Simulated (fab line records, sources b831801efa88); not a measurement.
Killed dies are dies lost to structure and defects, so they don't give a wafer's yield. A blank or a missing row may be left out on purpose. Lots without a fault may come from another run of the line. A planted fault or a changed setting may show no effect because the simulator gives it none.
One fault seen from 2 desks | flow gf180mcu | each desk has only its own numbers; what lay behind them comes last

THE TOOL OWNER'S DESK: furnace-01
The tool's own readings at GF_DUAL_GATE_OXIDATION_15 (stabilise 600 s, purge 300 s, target thk 7.098 nm): means of the sampled wafers that have a number, for each lot that ran on this tool. A lot is out of limits, marked OUT, if its mean lies more than 4 standard deviations from the usual mean; the brackets give that distance.
Columns: A = zone_power_centre_pct at GF_DUAL_GATE_OXIDATION_15, usual 16.7 %; B = zone_power_lower_pct at GF_DUAL_GATE_OXIDATION_15, usual 16.8 %
lot  | first seen here | A    | B
L254 | day 10 04:30    | 16.6 | 15.7
L255 | day 10 06:53    | 16.6 | 15.4
L256 | day 10 16:14    | 16.5 | 15.8
L268 | day 14 04:31    | 16.3 | 15.6
L269 | day 14 11:01    | 16.5 | 15.7
This desk's finding: nothing out of limits on any of the 5 lots.

THE METROLOGY DESK
What the gauges read, lot by lot, whatever tool the lot ran on: means of the sampled wafers that have a number. A lot is out of limits, marked OUT, if its mean lies more than 4 standard deviations from the usual mean; the brackets give that distance. Of its 9 readings 7 are shown: those that lie furthest out on some lot.
Columns: A = DUAL_GATE_OXIDATION_00_THK at GF_DUAL_GATE_THK_MEAS_03, usual 10.83 nm; B = DUAL_GATE_OVL at GF_DUAL_GATE_OVL_MEAS_11, usual -0.7 nm; C = POLY_GATE_CVD_00_THK at GF_POLY_GATE_THK_MEAS_01, usual 199.9 nm; D = cd_nm at GF_POLY_GATE_CD_MEAS_10, usual 280.4 nm; E = cd_nm at GF_POLY_GATE_CD_MEAS_18, usual 280.5 nm; F = cd_nm at GF_HV_LDD_CD_MEAS_07, usual 399.8 nm; G = HV_LDD_OVL at GF_HV_LDD_OVL_MEAS_08, usual -1.4 nm
lot  | first seen here | A     | B    | C     | D     | E     | F     | G
L254 | day 9 11:07     | 11.04 | -3.6 | 200.5 | 278.1 | 277.5 | 395.7 | 0.1
L255 | day 9 13:13     | 10.89 | 0.0  | 198.4 | 282.5 | 283.3 | 399.6 | -1.4
L256 | day 9 21:04     | 10.90 | -1.1 | 199.8 | 280.3 | 280.1 | 399.2 | -1.8
L262 | day 11 14:34    | 10.88 | 0.2  | 201.6 | 281.3 | 282.1 | 399.9 | -4.0
L268 | day 13 07:10    | 10.49 | -0.1 | 201.0 | 279.3 | 279.4 | 401.5 | -1.8
L269 | day 13 13:27    | 10.71 | -0.1 | 202.5 | 282.4 | 281.8 | 398.1 | -1.7
This desk's finding: nothing out of limits on any of the 6 lots.

PUT TOGETHER
The tool owner's desk saw nothing out of limits.
The metrology desk saw nothing out of limits.

WHAT THE SIMULATOR HAD PUT IN
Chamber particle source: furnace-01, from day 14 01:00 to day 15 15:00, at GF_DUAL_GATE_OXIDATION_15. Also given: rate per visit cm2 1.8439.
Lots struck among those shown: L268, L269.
